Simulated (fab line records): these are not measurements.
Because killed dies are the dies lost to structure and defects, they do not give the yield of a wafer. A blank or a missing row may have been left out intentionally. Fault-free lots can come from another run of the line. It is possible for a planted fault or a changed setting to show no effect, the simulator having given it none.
fab line records | flow sky130
[record] lots = 12 wafers = 36 lastDay = 50
route steps=708 shown LDD_N@253 VIA4@652 PAD_OPEN@701
lots with no fault: from the same line, run without faults
startH: hours from the record's opening day to when the first of the lot's shown wafers began | waitH: how many hours have passed since the lot's step before this one | " as in the row above | L1.1+2: a row that stands for several wafers | - value missing, or start not given | * or withheld: withheld | < > ~ a bound
route shown NAME@n: NAME is a module with steps in the file, n the number in the route of the first one | usual: mean/standard deviation taken from wafers without a fault | same: alike in all rows | chamber/n: place in a boat | sites: the reading at each site | _std_site: the values' standard deviation | _edge_site: outer sites' mean less inner sites' | radiusMm: for every site, how far away it sits from the centre of the wafer | mask NAME#n: copy n | behind: tool/chamber where the wafer was last shaped | hold: why the lot went on hold/how many hours it stayed there/how the hold came to an end | device: names the non-switching transistor (n, p or np) | end of line: the tests these same wafers got at the end of their route | for a step that has no rows: nothing shown but its recipe | killed: dies that structure and defects cost at the first sort, which is not the same as the wafer's yield | map: shows each die of a wafer: x if killed, . if not, _ if none is there
set.NAME: the setting the step ran with; set.NAME@STEP: the setting that earlier step ran with | model.NAME: the simulator's own value behind a step, which no gauge read
one table for each step of the route and one row for each wafer, over a sample of lots
services: the hour from which a tool's chamber was out of use, counted from the record's first day as startH (under 0 if before that day), plus the number of hours and why
[[steps]]
[step SKY_LDD_N_STRIP_16]
[recipe] chemistry = O2/N2 powerW = 1400 pressureMtorr = 1500 platenTempC = withheld o2FlowSccm = 3000 n2FlowSccm = 300 overashFraction = 0.5
[usual] drypumpMotorCurrentA = 5.7/0.64 oesProductAu = 0.407/0.0044 stripTimeToEndpointS = 4.322/0.017
// columns lot.wafer tool chamber startH waitH drypumpMotorCurrentA oesProductAu rfHoursCounterH stripTimeToEndpointS
L490.1 plasmaAsher-02 1 421.86 0.1 5.5 0.412 71 4.328
L490.2 " 0 " " 6.4 0.408 71 4.294
L490.6 " 1 " " 5.5 0.405 - 4.318
L491.1 plasmaAsher-03 1 432.65 0.1 4.9 0.399 62 4.314
L491.2 " 0 " " 6.5 0.401 62 4.312
L491.4 " 1 " " 4.9 0.404 - 4.320
L492.1 plasmaAsher-02 0 443.95 0.1 6.4 0.409 73 4.338
L492.5 " 1 " " 5.5 0.413 - 4.341
L492.6 " 0 " " 6.4 0.409 - 4.328
L493.2 plasmaAsher-02 1 447.01 0.1 5.5 0.403 74 4.327
L493.3 " 1 " " 5.5 0.410 - 4.321
L493.4 " 0 " " 6.4 0.407 - 4.332
L495.1 plasmaAsher-01 1 465.55 0.1 5.6 0.411 33 4.326
L495.3 " 0 " " 4.9 0.405 - 4.318
L495.4 " 1 " " 5.6 0.409 - 4.318
L498.1 plasmaAsher-01 1 494.70 0.1 5.6 0.405 36 4.333
L498.3 " 0 " " 4.9 0.401 - 4.343
L498.4 " 1 " " 5.6 0.401 - 4.322
L500.1 plasmaAsher-03 1 513.36 0.1 4.9 0.410 70 4.350
L500.3 " 0 " " 6.4 0.405 - 4.339
L500.4 " 1 " " 4.9 0.415 - 4.334
L502.3 plasmaAsher-01 1 528.83 0.1 5.5 0.405 - 4.332
L502.5 " 1 " " 5.6 0.406 - 4.319
L502.6 " 0 " " 4.9 0.396 - 4.329
L507.2 plasmaAsher-03 1 571.35 0.1 4.9 0.413 77 4.295
L507.3 " 0 " " 6.5 0.408 - 4.308
L507.5 " 0 " " 6.5 0.412 - 4.313
L509.1 plasmaAsher-01 0 587.56 0.2 4.9 0.401 43 4.335
L509.2 " 1 " " 5.5 0.409 43 4.303
L509.5 " 1 " " 5.6 0.408 - 4.328
L510.3 plasmaAsher-02 1 593.54 0.1 5.5 0.405 - 4.337
L510.4 " 0 " " 6.4 0.407 - 4.308
L510.5 " 0 " " 6.4 0.403 - 4.316
L511.2 plasmaAsher-03 1 595.57 0.1 4.9 0.412 79 4.330
L511.3 " 0 " " 6.5 0.403 - 4.308
L511.4 " 1 " " 4.9 0.409 - 4.325
[step SKY_VIA4_STRIP_13]
[recipe] chemistry = O2/N2 powerW = 1400 pressureMtorr = 1500 platenTempC = withheld o2FlowSccm = 3000 n2FlowSccm = 300 overashFraction = 0.5
[usual] drypumpMotorCurrentA = 5.7/0.63 oesProductAu = 0.709/0.0049 stripTimeToEndpointS = 12.803/0.025
// columns lot.wafer tool chamber startH waitH drypumpMotorCurrentA oesProductAu rfHoursCounterH stripTimeToEndpointS
L490.1 plasmaAsher-04 1 1021.80 - 5.4 0.705 59 12.810
L490.2 " 0 " " 5.0 0.712 59 12.779
L490.6 " 0 " " 5.0 0.710 - 12.796
L491.1 plasmaAsher-03 0 1030.29 - 6.5 0.703 121 12.812
L491.2 " 1 " " 4.9 0.720 121 12.805
L491.4 " 0 " " 6.5 0.716 - 12.800
L492.1 plasmaAsher-02 0 1037.15 - 6.4 0.707 29 12.811
L492.5 " 0 " " 6.4 0.717 - 12.841
L492.6 " 1 " " 5.5 0.703 - 12.799
L493.2 plasmaAsher-03 1 1040.29 - 4.9 0.714 122 12.823
L493.3 " 1 " " 4.9 0.720 - 12.878
L493.4 " 0 " " 6.5 0.711 - 12.794
L495.1 plasmaAsher-02 0 1053.10 - 6.4 0.717 31 12.820
L495.3 " 0 " " 6.5 0.702 - 12.789
L495.4 " 1 " " 5.5 0.708 - 12.801
L498.1 plasmaAsher-02 1 1073.10 - 5.5 0.717 33 12.840
L498.3 " 1 " " 5.5 0.709 - 12.824
L498.4 " 0 " " 6.5 0.708 - 12.822
L500.1 plasmaAsher-02 1 1085.10 - 5.5 0.713 34 12.818
L500.3 " 0 " " 6.4 0.711 - 12.780
L500.4 " 1 " " 5.5 0.712 - 12.790
L502.3 plasmaAsher-04 1 1097.62 - 5.4 0.708 - 12.789
L502.5 " 0 " " 5.0 0.709 - 12.769
L502.6 " 1 " " 5.4 0.710 - 12.790
L507.2 plasmaAsher-02 1 1123.90 - 5.5 0.707 38 12.813
L507.3 " 0 " " 6.4 0.705 - 12.810
L507.5 " 1 " " 5.5 0.701 - 12.784
L509.1 plasmaAsher-02 0 1137.00 - 6.4 0.708 39 12.784
L509.2 " 1 " " 5.5 0.709 39 12.783
L509.5 " 0 " " 6.4 0.715 - 12.855
L510.3 plasmaAsher-03 1 1140.07 - 4.9 0.705 - 12.815
L510.4 " 0 " " 6.4 0.710 - 12.794
L510.5 " 0 " " 6.5 0.707 - 12.768
L511.2 plasmaAsher-04 0 1149.79 - 5.0 0.706 71 12.814
L511.3 " 1 " " 5.5 0.706 - 12.783
L511.4 " 0 " " 5.0 0.703 - 12.822
[step SKY_PAD_OPEN_ETCH_07]
[recipe] chemistry = CF4/O2 targetDepthNm = 725 stopOn = AlCu sourceW = 800 biasW = 150 pressureMtorr = 150 cf4FlowSccm = 80 O2_flow_sccm = 10 timeS = 161.1
[usual] drypumpMotorCurrentA = 5.49/0.29 oesProductAu = 0.974/0.008 throttleValvePct = 5.964/0.009
// columns lot.wafer tool chamber startH waitH drypumpMotorCurrentA oesProductAu rfHoursCounterH throttleValvePct
L490.1 rieDiel-03 2 1091.48 - 5.77 0.963 10 5.951
L490.2 " 0 " " 5.26 0.968 8 5.977
L490.6 " 1 " " 6.15 0.965 - 5.957
L491.1 rieDiel-01 1 1097.52 - 5.63 0.972 17 5.972
L491.2 " 2 " " 5.54 0.966 10 5.964
L491.4 " 3 " " 5.55 0.987 25 5.968
L492.1 rieDiel-04 3 1103.19 - 5.35 0.971 10 5.960
L492.5 " 3 " " 5.34 0.970 - 5.972
L492.6 " 0 " " 4.96 0.962 - 5.967
L493.2 rieDiel-01 2 1106.07 - 5.54 0.958 11 5.946
L493.3 " 1 " " 5.64 0.967 17 5.966
L493.4 " 3 " " 5.55 0.988 26 5.971
L495.1 rieDiel-03 2 1118.49 - 5.76 0.974 11 5.949
L495.3 " 0 " " 5.23 0.972 10 5.966
L495.4 " 3 " " 5.34 0.990 8 5.965
L498.1 rieDiel-03 3 1135.89 - 5.33 0.969 9 5.971
L498.3 " 2 " " 5.75 0.979 11 5.960
L498.4 " 0 " " 5.23 0.982 10 5.979
L500.1 rieDiel-01 3 1146.98 - 5.55 0.979 28 5.960
L500.3 " 2 " " 5.57 0.972 12 5.959
L500.4 " 0 " " 5.59 0.976 20 5.971
L502.3 rieDiel-03 0 1158.84 - 5.24 0.985 11 5.947
L502.5 " 3 " " 5.35 0.983 - 5.962
L502.6 " 0 " " 5.25 0.987 - 5.975
L507.2 rieDiel-03 1 1179.43 - 6.15 0.966 27 5.958
L507.3 " 2 " " 5.77 0.975 13 5.944
L507.5 " 1 " " 6.17 0.978 - 5.971
L509.1 rieDiel-01 3 1190.72 - 5.54 0.985 29 5.961
L509.2 " 0 " " 5.60 0.967 22 5.973
L509.5 " 1 " " 5.63 0.968 - 5.974
L510.3 rieDiel-04 3 1194.52 - 5.33 0.969 14 5.962
L510.4 " 0 " " 4.97 0.983 19 5.960
L510.5 " 0 " " 4.96 0.997 - 5.960
L511.2 rieDiel-03 3 1200.64 - 5.33 0.973 11 5.976
L511.3 " 2 " " 5.74 0.973 14 5.982
L511.4 " 2 " " 5.77 0.973 - 5.958
[step SKY_PAD_OPEN_BOW_MEAS_13]
[recipe] mode = bow
[usual] PAD_OPEN_BOW = 49/8.7
// columns lot.wafer tool chamber startH waitH PAD_OPEN_BOW[um]
L490.1 filmMetro-01 - 1093.76 - 47
L490.2 " - " " 55
L490.6 " - " " 54
L491.1 filmMetro-04 - 1099.71 - 55
L491.2 " - " " 56
L491.4 " - " " 55
L492.1 filmMetro-04 - 1105.38 - 43
L492.5 " - " " 49
L492.6 " - " " 52
L493.2 filmMetro-01 - 1108.28 - 39
L493.3 " - " " 48
L493.4 " - " " 45
L495.1 filmMetro-01 - 1120.69 - 44
L495.3 " - " " 45
L495.4 " - " " 52
L498.1 filmMetro-01 - 1138.08 - 59
L498.3 " - " " 55
L498.4 " - " " 51
L500.1 filmMetro-04 - 1149.18 - 41
L500.3 " - " " 44
L500.4 " - " " 26
L502.3 filmMetro-01 - 1161.08 - 59
L502.5 " - " " 40
L502.6 " - " " 48
L507.2 filmMetro-04 - 1181.65 - 42
L507.3 " - " " 77
L507.5 " - " " 53
L509.1 filmMetro-03 - 1192.92 - 57
L509.2 " - " " 48
L509.5 " - " " 51
L510.3 filmMetro-03 - 1196.76 - 46
L510.4 " - " " 43
L510.5 " - " " 58
L511.2 filmMetro-01 - 1202.89 - 68
L511.3 " - " " 63
L511.4 " - " " 50
[step SKY_PAD_OPEN_PROBE_99]
[usual] killed_at_M0_to_M3 = 42/7.2 killed_at_M4_up = 3.4/2.1 killedAtContacts = 24/5.4 killedAtFrontEnd = 15/4 killedAtOther = 0.3/0.53 killedDies = 85/8.8 killedOnRim = 16/3.5 killedOpen = 47/6.7 killedShort = 38/6.5
[same] grossDies = 492 killedAtBackSide = 0
// columns lot.wafer tool chamber startH waitH hold killed_at_M0_to_M3 killed_at_M4_up killedAtContacts killedAtFrontEnd killedAtOther killedDies killedOnRim killedOpen killedShort
L490.1 prober-02 - 1093.88 0.1 - 50 3 24 17 0 94 12 52 42
L490.2 prober-02 - 1093.93 0.1 - 55 5 23 16 0 99 27 57 41
L490.6 prober-02 - 1094.13 0.2 - 54 2 24 16 0 96 22 57 39
L491.1 prober-01 - 1099.83 0.1 - 44 3 22 18 1 88 17 36 51
L491.2 prober-01 - 1099.88 0.1 - 41 4 35 11 1 92 22 48 44
L491.4 prober-01 - 1099.98 0.2 - 58 6 26 16 0 106 22 62 43
L492.1 prober-02 - 1105.50 0.1 - 39 0 19 17 0 75 20 37 38
L492.5 prober-02 - 1105.70 0.2 - 36 1 22 17 1 77 23 37 40
L492.6 prober-02 - 1105.75 0.2 - 42 3 16 10 0 71 15 43 28
L493.2 prober-01 - 1108.43 0.1 - 49 2 35 20 0 106 20 62 44
L493.3 prober-01 - 1108.48 0.2 - 41 6 21 13 0 81 14 47 32
L493.4 prober-01 - 1108.53 0.2 - 55 3 26 8 0 92 14 64 28
L495.1 prober-01 - 1120.81 0.1 - 39 3 29 14 0 85 18 38 47
L495.3 prober-01 - 1120.91 0.2 - 40 5 29 15 0 89 16 50 39
L495.4 prober-01 - 1120.96 0.2 - 35 5 27 14 0 81 19 39 42
L498.1 prober-02 - 1138.20 0.1 awaitDispo/2.5h/release 55 3 28 58 0 144 23 47 56
L498.3 prober-02 - 1138.30 0.2 awaitDispo/2.5h/release 33 1 31 15 0 80 11 46 34
L498.4 prober-02 - 1138.35 0.2 awaitDispo/2.5h/release 33 3 28 57 0 121 18 45 37
L500.1 prober-02 - 1149.30 0.1 - 51 1 18 16 1 87 19 37 49
L500.3 prober-02 - 1149.40 0.2 - 55 6 17 9 0 87 18 38 49
L500.4 prober-02 - 1149.45 0.2 - 45 0 31 15 1 92 16 58 32
L502.3 prober-02 - 1161.26 0.2 awaitDispo/2.8h/release 40 2 23 55 0 120 13 43 32
L502.5 prober-02 - 1161.36 0.2 awaitDispo/2.8h/release 36 1 30 51 0 118 11 43 38
L502.6 prober-02 - 1161.41 0.2 awaitDispo/2.8h/release 37 3 18 14 0 72 13 39 33
L507.2 prober-02 - 1181.80 0.1 - 51 1 26 18 0 96 21 53 43
L507.3 prober-02 - 1181.85 0.2 - 39 6 19 13 0 77 13 46 31
L507.5 prober-02 - 1181.95 0.2 - 42 2 29 17 1 91 15 58 32
L509.1 prober-02 - 1193.04 0.1 - 27 4 30 13 0 74 16 46 28
L509.2 prober-02 - 1193.09 0.1 - 56 4 25 14 0 99 15 58 41
L509.5 prober-02 - 1193.24 0.2 - 47 4 22 18 0 91 18 57 34
L510.3 prober-01 - 1196.94 0.2 - 37 3 27 10 2 79 12 43 35
L510.4 prober-01 - 1196.99 0.2 - 53 4 24 16 0 97 22 53 43
L510.5 prober-01 - 1197.04 0.2 - 46 2 28 20 1 97 13 51 46
L511.2 prober-02 - 1203.04 0.1 - 46 4 27 7 0 84 12 55 28
L511.3 prober-02 - 1203.09 0.2 - 44 3 32 12 0 91 20 51 40
L511.4 prober-02 - 1203.14 0.2 - 29 10 31 15 1 86 12 53 33
// killed by level:class
L490.1 VIA1:geometricParticle:open=13 VIA2:geometricParticle:open=9 VIA1:geometricParticle:short=9 LI_CONTACT:geometricParticle:open=8 CONTACT:geometricParticle:short=6 CONTACT:geometricParticle:open=6 VIA3:geometricParticle:open=6 FIELD_ISO:geometricParticle:short=5
L490.2 VIA1:geometricParticle:open=14 METAL2:geometricParticle:short=10 CONTACT:geometricParticle:open=9 VIA2:geometricParticle:open=8 LI_CONTACT:geometricParticle:open=6 VIA1:geometricParticle:short=6 FIELD_ISO:geometricParticle:short=4 METAL1:geometricParticle:open=4
L490.6 VIA1:geometricParticle:open=14 CONTACT:geometricParticle:open=10 VIA2:geometricParticle:open=8 METAL2:geometricParticle:short=8 FIELD_ISO:geometricParticle:open=7 METAL1:geometricParticle:short=6 LI_CONTACT:geometricParticle:open=5 VIA1:geometricParticle:short=5
L491.1 CONTACT:geometricParticle:open=9 FIELD_ISO:geometricParticle:short=8 VIA1:geometricParticle:short=7 METAL1:geometricParticle:short=6 VIA2:geometricParticle:short=6 VIA1:geometricParticle:open=5 LI_CONTACT:geometricParticle:short=4 LI_CONTACT:geometricParticle:open=4
L491.2 CONTACT:geometricParticle:open=14 LI_CONTACT:geometricParticle:open=9 VIA1:geometricParticle:open=9 LI_CONTACT:geometricParticle:short=8 METAL2:geometricParticle:short=8 METAL1:geometricParticle:short=5 VIA2:geometricParticle:open=5 VIA3:geometricParticle:open=5
L491.4 VIA1:geometricParticle:open=16 CONTACT:geometricParticle:open=10 VIA2:geometricParticle:open=9 VIA1:geometricParticle:short=8 VIA3:geometricParticle:open=7 LI_CONTACT:geometricParticle:open=6 FIELD_ISO:geometricParticle:open=4 LOCAL_INTERCONNECT:geometricParticle:short=4
L492.1 METAL1:geometricParticle:short=8 VIA1:geometricParticle:open=8 METAL2:geometricParticle:short=7 LI_CONTACT:geometricParticle:open=6 CONTACT:geometricParticle:short=6 POLY_GATE:geometricParticle:open=5 CONTACT:geometricParticle:open=4 POLY_GATE:geometricParticle:short=3
L492.5 METAL1:geometricParticle:short=9 VIA1:geometricParticle:open=7 VIA3:geometricParticle:open=7 LI_CONTACT:geometricParticle:open=6 CONTACT:geometricParticle:open=6 FIELD_ISO:geometricParticle:open=5 FIELD_ISO:geometricParticle:short=4 POLY_GATE:geometricParticle:short=4
L492.6 VIA1:geometricParticle:open=8 LI_CONTACT:geometricParticle:open=7 VIA2:geometricParticle:open=7 METAL2:geometricParticle:short=6 CONTACT:geometricParticle:open=5 VIA3:geometricParticle:open=5 METAL1:geometricParticle:short=5 VIA3:geometricParticle:short=4
L493.2 CONTACT:geometricParticle:open=13 LI_CONTACT:geometricParticle:open=9 FIELD_ISO:geometricParticle:short=8 CONTACT:geometricParticle:short=8 VIA1:geometricParticle:open=8 VIA3:geometricParticle:open=8 VIA2:geometricParticle:open=6 METAL1:geometricParticle:short=6
L493.3 VIA1:geometricParticle:open=19 LI_CONTACT:geometricParticle:open=7 CONTACT:geometricParticle:open=7 METAL2:geometricParticle:short=6 FIELD_ISO:geometricParticle:open=4 POLY_GATE:geometricParticle:short=4 VIA1:geometricParticle:short=4 CONTACT:geometricParticle:short=4
L493.4 VIA1:geometricParticle:open=15 CONTACT:geometricParticle:open=12 VIA3:geometricParticle:open=11 VIA2:geometricParticle:open=9 CONTACT:geometricParticle:short=6 VIA1:geometricParticle:short=6 LI_CONTACT:geometricParticle:open=5 METAL2:geometricParticle:open=3
L495.1 CONTACT:geometricParticle:open=12 LI_CONTACT:geometricParticle:open=9 VIA3:geometricParticle:short=7 VIA1:geometricParticle:short=7 FIELD_ISO:geometricParticle:short=6 CONTACT:geometricParticle:short=5 METAL1:geometricParticle:short=4 METAL2:geometricParticle:short=4
L495.3 VIA1:geometricParticle:open=12 CONTACT:geometricParticle:open=11 LOCAL_INTERCONNECT:geometricParticle:short=7 LI_CONTACT:geometricParticle:open=5 CONTACT:geometricParticle:short=5 METAL1:geometricParticle:short=5 VIA2:geometricParticle:open=5 METAL2:geometricParticle:short=4
L495.4 CONTACT:geometricParticle:open=10 VIA1:geometricParticle:short=9 VIA1:geometricParticle:open=7 LOCAL_INTERCONNECT:geometricParticle:short=6 VIA2:geometricParticle:open=5 METAL2:geometricParticle:short=5 POLY_GATE:geometricParticle:open=4 LI_CONTACT:geometricParticle:open=4
L498.1 LDD_N:unspecified=41 VIA1:geometricParticle:open=12 CONTACT:geometricParticle:open=9 VIA2:geometricParticle:open=9 VIA3:geometricParticle:short=8 POLY_GATE:geometricParticle:short=8 LI_CONTACT:geometricParticle:open=8 METAL2:geometricParticle:short=8
L498.3 LI_CONTACT:geometricParticle:open=13 VIA1:geometricParticle:open=13 CONTACT:geometricParticle:open=9 FIELD_ISO:geometricParticle:short=6 LOCAL_INTERCONNECT:geometricParticle:short=4 CONTACT:geometricParticle:short=4 VIA3:geometricParticle:short=4 FIELD_ISO:geometricParticle:open=3
L498.4 LDD_N:unspecified=39 CONTACT:geometricParticle:open=12 VIA3:geometricParticle:open=9 CONTACT:geometricParticle:short=6 FIELD_ISO:geometricParticle:open=5 VIA1:geometricParticle:open=5 POLY_GATE:geometricParticle:open=4 LOCAL_INTERCONNECT:geometricParticle:short=4
L500.1 METAL1:geometricParticle:short=11 METAL2:geometricParticle:short=9 VIA1:geometricParticle:open=7 VIA3:geometricParticle:open=7 CONTACT:geometricParticle:short=5 VIA3:geometricParticle:short=5 VIA1:geometricParticle:short=4 CONTACT:geometricParticle:open=4
L500.3 METAL1:geometricParticle:short=16 VIA1:geometricParticle:open=11 CONTACT:geometricParticle:open=9 VIA1:geometricParticle:short=7 CONTACT:geometricParticle:short=5 METAL4:geometricParticle:short=5 METAL3:geometricParticle:short=4 VIA3:geometricParticle:open=4
L500.4 VIA1:geometricParticle:open=13 CONTACT:geometricParticle:open=12 METAL1:geometricParticle:short=8 LI_CONTACT:geometricParticle:open=7 POLY_GATE:geometricParticle:open=5 VIA2:geometricParticle:open=5 VIA3:geometricParticle:open=5 LOCAL_INTERCONNECT:geometricParticle:short=4
L502.3 LDD_N:unspecified=43 VIA1:geometricParticle:open=8 LI_CONTACT:geometricParticle:open=7 CONTACT:geometricParticle:open=7 VIA1:geometricParticle:short=6 VIA3:geometricParticle:open=6 METAL3:geometricParticle:short=5 POLY_GATE:geometricParticle:open=4
L502.5 LDD_N:unspecified=36 LI_CONTACT:geometricParticle:open=13 CONTACT:geometricParticle:short=8 VIA3:geometricParticle:open=7 VIA1:geometricParticle:open=6 FIELD_ISO:geometricParticle:short=5 VIA1:geometricParticle:short=5 METAL1:geometricParticle:open=4
L502.6 VIA1:geometricParticle:open=8 CONTACT:geometricParticle:open=6 VIA1:geometricParticle:short=6 VIA3:geometricParticle:open=6 VIA2:geometricParticle:open=5 LI_CONTACT:geometricParticle:short=4 METAL1:geometricParticle:open=4 FIELD_ISO:geometricParticle:open=3
L507.2 VIA1:geometricParticle:open=11 CONTACT:geometricParticle:open=10 CONTACT:geometricParticle:short=8 VIA2:geometricParticle:open=8 VIA3:geometricParticle:short=8 VIA2:geometricParticle:short=7 POLY_GATE:geometricParticle:open=5 VIA1:geometricParticle:short=5
L507.3 VIA1:geometricParticle:open=15 VIA2:geometricParticle:open=6 CONTACT:geometricParticle:open=6 FIELD_ISO:geometricParticle:open=4 CONTACT:geometricParticle:short=4 METAL2:geometricParticle:short=4 METAL4:geometricParticle:short=4 FIELD_ISO:geometricParticle:short=3
L507.5 CONTACT:geometricParticle:open=14 VIA2:geometricParticle:open=13 LI_CONTACT:geometricParticle:open=7 VIA3:geometricParticle:open=6 VIA1:geometricParticle:short=5 VIA1:geometricParticle:open=5 FIELD_ISO:geometricParticle:short=4 FIELD_ISO:geometricParticle:open=4
L509.1 LI_CONTACT:geometricParticle:open=10 CONTACT:geometricParticle:open=6 VIA1:geometricParticle:open=6 FIELD_ISO:geometricParticle:open=5 POLY_GATE:geometricParticle:open=5 LOCAL_INTERCONNECT:geometricParticle:short=5 VIA1:geometricParticle:short=5 CONTACT:geometricParticle:short=4
L509.2 CONTACT:geometricParticle:open=12 VIA1:geometricParticle:open=10 VIA1:geometricParticle:short=9 VIA3:geometricParticle:open=8 LI_CONTACT:geometricParticle:open=7 METAL2:geometricParticle:short=7 VIA2:geometricParticle:open=6 METAL3:geometricParticle:short=6
L509.5 VIA1:geometricParticle:open=16 LI_CONTACT:geometricParticle:open=8 CONTACT:geometricParticle:open=8 FIELD_ISO:geometricParticle:open=6 METAL1:geometricParticle:short=5 METAL2:geometricParticle:short=5 VIA2:geometricParticle:open=5 VIA3:geometricParticle:open=5
L510.3 VIA1:geometricParticle:open=11 CONTACT:geometricParticle:open=9 LI_CONTACT:geometricParticle:open=8 LI_CONTACT:geometricParticle:short=6 METAL1:geometricParticle:short=6 METAL2:geometricParticle:short=5 VIA3:geometricParticle:open=5 POLY_GATE:geometricParticle:short=3
L510.4 VIA3:geometricParticle:open=10 VIA1:geometricParticle:open=8 METAL2:geometricParticle:short=8 VIA2:geometricParticle:open=8 CONTACT:geometricParticle:open=7 LI_CONTACT:geometricParticle:open=7 VIA3:geometricParticle:short=6 LOCAL_INTERCONNECT:geometricParticle:short=5
L510.5 CONTACT:geometricParticle:open=11 VIA1:geometricParticle:open=8 METAL1:geometricParticle:short=7 METAL2:geometricParticle:short=6 VIA3:geometricParticle:open=6 CONTACT:geometricParticle:short=5 METAL2:geometricParticle:open=5 FIELD_ISO:geometricParticle:short=4
L511.2 LI_CONTACT:geometricParticle:open=10 CONTACT:geometricParticle:open=10 VIA2:geometricParticle:open=10 VIA1:geometricParticle:open=8 VIA3:geometricParticle:open=6 METAL1:geometricParticle:short=6 VIA1:geometricParticle:short=5 CONTACT:geometricParticle:short=4
L511.3 CONTACT:geometricParticle:open=11 VIA3:geometricParticle:open=9 VIA1:geometricParticle:open=9 LI_CONTACT:geometricParticle:open=8 CONTACT:geometricParticle:short=7 METAL3:geometricParticle:short=6 FIELD_ISO:geometricParticle:short=5 METAL1:geometricParticle:short=4
L511.4 LI_CONTACT:geometricParticle:open=11 CONTACT:geometricParticle:open=10 METAL4:geometricParticle:short=8 VIA1:geometricParticle:open=7 VIA2:geometricParticle:open=6 FIELD_ISO:geometricParticle:open=5 POLY_GATE:geometricParticle:open=4 LI_CONTACT:geometricParticle:short=4
[[services]]
// columns tool chamber startH hours kind
rieDiel-03 2 450.82 3.6 repair
plasmaAsher-03 - 463.66 2.7 repair
plasmaAsher-02 - 472.21 9.0 repair
plasmaAsher-03 - 489.27 2.8 pm
rieDiel-03 3 505.12 4.4 repair
rieDiel-03 1 518.89 5.2 repair
rieDiel-03 2 535.49 3.5 repair
rieDiel-03 3 560.70 10.1 repair
rieDiel-03 2 610.85 9.9 repair
rieDiel-03 0 628.17 2.2 repair
plasmaAsher-02 - 642.09 20.1 pm
plasmaAsher-02 - 696.02 2.2 repair
plasmaAsher-02 - 733.75 9.0 pm
rieDiel-03 - 796.94 14.6 pm
plasmaAsher-02 - 839.02 1.6 repair
rieDiel-03 - 903.10 2.4 repair
plasmaAsher-03 - 917.72 14.6 pm
plasmaAsher-03 - 933.80 1.7 repair
plasmaAsher-03 - 955.15 12.0 repair
rieDiel-03 3 964.97 1.3 repair
plasmaAsher-03 - 1008.83 0.4 repair
plasmaAsher-02 - 1029.06 2.4 repair
plasmaAsher-03 - 1055.25 9.0 pm
plasmaAsher-02 - 1059.98 1.6 repair
[[key]]
[firstSign] step = SKY_PAD_OPEN_PROBE_99 reading = killedAtFrontEnd direction = up sigmas = 10 usual = 15 struck = 55
[effect] step = SKY_PAD_OPEN_PROBE_99 reading = killedDies direction = up sigmas = 4.6 usual = 85 struck = 126
metAt SKY_LDD_N_STRIP_16
struckLots L498,L502
struckWafers L498.1,L498.4,L502.3,L502.5
testerLeftOut L498,L502
notActingAt SKY_VIA4_STRIP_13,SKY_PAD_OPEN_ETCH_07,SKY_PAD_OPEN_BOW_MEAS_13
onsetBetween 465.55 494.70
[fault] kind = chamberParticleSource tool = plasmaAsher-01 chamber = 1 onsetH = 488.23 steps = SKY_LDD_N_STRIP_16 ratePerVisitCm2 = 0.41959 endH = 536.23
// testerLeftOut: of these lots the tester's yield and bins aren't shown, on N5 and GAA mostly nor the transistor test; their killed dies are dies lost to structure and defects alone, not to doping, threshold or leakage, so they don't give the yield
